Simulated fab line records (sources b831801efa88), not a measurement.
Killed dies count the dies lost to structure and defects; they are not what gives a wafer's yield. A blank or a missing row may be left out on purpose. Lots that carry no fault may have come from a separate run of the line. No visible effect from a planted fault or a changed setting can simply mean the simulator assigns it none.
A struck lot beside a sound one	flow sfqLine	20 out of 325 route steps
Sound: wafers L577.1, L577.3, L577.5. Wafers struck: L576.1, L576.3. The cause is given at the end.
Per side, at each step with rows, come the tool, then ch with its chambers, and then its first start. Under that, the readings that differ: sound wafers	struck wafers	difference of the means	sigmas: that difference in standard deviations of wafers without a fault.
alike: same words and numbers on both sides, and readings whose means sit less than 2 such deviations apart. not compared: any withheld reading, any reading some wafer has no value for, any bound like >300 that may hide the same value, and any number with overlapping values for which the record gives no deviation.
A row with sigmas, a row that says differs or no value, or rows on one side alone: a step with any of these is where the two part. Numbers that have no deviation but don't overlap get no sigmas and don't part them. A reading that every wafer of one side lacks parts them only if that side has two wafers or more.

first, 2 steps without rows for these wafers: SFQ_TRILAYER_I6_VIA_LITHO_PEB_172 (peb time 60 s); SFQ_TRILAYER_I6_VIA_LITHO_DEVELOP_171 (time 60 s).
SFQ_I6_OVL_MEAS_942:
  sound: overlay-02 at day 75 16:02; struck: overlay-02 at day 75 12:26
  alike: I6_OVL
SFQ_TRILAYER_I6_VIA_BARC_OPEN_VIA_ETCH_235: etches BARC in O2, target depth 125 nm, time 41.7 s.
  sound on rieDiel-03 ch 0,2, day 75 16:05; struck on rieDiel-03 ch 1,3, day 75 12:29
reading	sound	struck	difference	sigmas
oesProductAu (a.u.)	0.686 0.682 0.680	0.696 0.690	+0.010	+2
  alike: drypumpMotorCurrentA, rfFwdPowerW
  not compared: rfHoursCounterH
SFQ_TRILAYER_I6_VIA_ETCH_VIA_ETCH_172: etches SiO2 in CHF3, stops on Nb, target depth 260 nm.
  sound on rieDiel-03 ch 0,2, day 75 16:07; struck on rieDiel-03 ch 1,3, day 75 12:31
  alike: drypumpMotorCurrentA, oesProductAu, rfFwdPowerW
SFQ_TRILAYER_I6_VIA_STRIP_STRIP_173: strips in O2.
  sound on rieMetal-02 ch 1, day 75 16:14; struck on rieMetal-02 ch 1, day 75 12:38
  alike: drypumpMotorCurrentA, oesProductAu
  not compared: rfHoursCounterH
then, 2 steps without rows for these wafers: SFQ_TRILAYER_I6_VIA_STRIP_SOLV_CLEAN_174 (cleans in NMP, time 600 s); SFQ_TRILAYER_M7_DEP_PRE_CLEAN_176 (time 22.5 s).
SFQ_TRILAYER_M7_DEP_SPUTTER_175: material Nb, target thk 200 nm, time 133.3 s.
  sound: pvdSputter-06 at day 75 17:02; struck: pvdSputter-04 at day 75 13:26
  alike: chamberPressurePa, throttleValvePct
SFQ_M7_RS_MEAS_943: measurement is done with a four-point probe.
  sound: filmMetro-01 at day 75 17:08; struck: filmMetro-03 at day 75 13:32
  alike: M7_NB_RS
then, 1 step without rows for these wafers: SFQ_TRILAYER_M7_LITHO_COAT_182 (resist thk 62 nm).
SFQ_TRILAYER_M7_LITHO_COAT_177: resist thk 600 nm.
  sound on lithoTrack-01 ch 0, day 75 17:37; struck on lithoTrack-04 ch 0, day 75 14:01
reading	sound	struck	difference	sigmas
model.KrF_of_TRILAYER_M7_LITHO_COAT_177.thkNm (nm)	599 600 600.7	585.3 583	-15.8	
then, 4 steps without rows for these wafers: SFQ_TRILAYER_M7_LITHO_SOFTBAKE_181; SFQ_TRILAYER_M7_LITHO_EXPOSE_178 (exposes mask M7, target cd 500 nm); SFQ_TRILAYER_M7_LITHO_PEB_180 (peb time 60 s); SFQ_TRILAYER_M7_LITHO_DEVELOP_179 (time 60 s).
SFQ_M7_OVL_MEAS_945:
  sound: overlay-01 at day 76 16:02; struck: overlay-02 at day 76 10:02
reading	sound	struck	difference	sigmas
M7_OVL (nm)	-19 -17 -22	-8 -2	+14	+2
then, 1 step without rows for these wafers: SFQ_TRILAYER_M7_BARC_OPEN_METAL_ETCH_229 (etches BARC in O2, target depth 125 nm, time 41.7 s).
SFQ_TRILAYER_M7_ETCH_METAL_ETCH_180: etches Nb in Cl2/Ar, stops on SiO2, target depth 240 nm, time 120 s.
  sound on rieMetal-01 ch 0,1, day 76 16:08; struck on rieMetal-01 ch 1, day 76 10:08
reading	sound	struck	difference	sigmas
model.KrF_of_TRILAYER_M7_LITHO_COAT_177.thkNm (nm)	381 380.7 383.3	368 366.4	-14	
  alike: drypumpMotorCurrentA, oesProductAu, rfFwdPowerW
  not compared: rfHoursCounterH
SFQ_TRILAYER_M7_STRIP_STRIP_181: strips in O2.
  sound on rieMetal-01 ch 0,1, day 76 16:16; struck on rieMetal-01 ch 1, day 76 10:16
  alike: drypumpMotorCurrentA, oesProductAu
  not compared: rfHoursCounterH

WHERE THEY PART
First at SFQ_TRILAYER_I6_VIA_BARC_OPEN_VIA_ETCH_235; last, within this record, at SFQ_M7_OVL_MEAS_945. Later steps at which nothing parts them and some readings are alike: SFQ_TRILAYER_M7_ETCH_METAL_ETCH_180, SFQ_TRILAYER_M7_STRIP_STRIP_181.

WHY: what the simulator had put in
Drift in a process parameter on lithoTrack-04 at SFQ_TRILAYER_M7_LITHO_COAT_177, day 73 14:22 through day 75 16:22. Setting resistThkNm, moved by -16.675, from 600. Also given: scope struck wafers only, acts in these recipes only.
